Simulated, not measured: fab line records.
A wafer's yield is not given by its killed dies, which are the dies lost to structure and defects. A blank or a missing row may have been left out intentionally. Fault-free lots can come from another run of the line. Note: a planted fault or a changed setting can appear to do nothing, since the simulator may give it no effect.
Chamber matching | flow gf180mcu | 4 sister chambers for GF_V5_CMP_04 on cmp-02
The step polishes SiO2. 4 wafers are shown with their chamber, then 8 later ones without.

## EACH WAFER AND ITS CHAMBER
wafer  | chamber | motorCurrentA (A)
L083.5 | 1       | 11.6
L086.4 | 0       | 12.4
L086.5 | 3       | 12.1
L088.3 | 2       | 14.7

## WAFERS WITH NO CHAMBER GIVEN
wafer  | motorCurrentA (A)
L088.4 | 12.5
L088.6 | 12.1
L094.2 | 12.3
L094.5 | 13.7
L094.6 | 11.8
L097.1 | 12.8
L097.4 | 14.1
L097.6 | 12.0

## CHAMBER TAKEN BY EACH
wafer  | from the rows above          | in truth
L088.4 | can't be placed: 0 or 3 or 1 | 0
L088.6 | can't be placed: 3 or 0 or 1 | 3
L094.2 | can't be placed: 0 or 3 or 1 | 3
L094.5 | can't be placed: 2 or 0 or 3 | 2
L094.6 | can't be placed: 1 or 3 or 0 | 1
L097.1 | can't be placed: 0 or 3 or 1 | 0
L097.4 | 2                            | 2
L097.6 | can't be placed: 3 or 0 or 1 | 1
Correctly placed: 1 of 8. Can't be placed from these rows: 7 (the true chamber is among the candidates in 7). Wrongly placed: 0.
How it was worked out, from the rows above alone: a wafer's distance from a chamber is the root of the sum, over the readings, of the square of ((its reading less the chamber's mean) divided by the reading's scatter). The wafer belongs to the nearest chamber; if the next one is less than 2 further off, it can't be placed. Each chamber's mean is taken over the wafers shown for it. The scatter: with one shown wafer a chamber, the root of the mean of the squares of how far each hidden wafer lies from its nearest shown one.
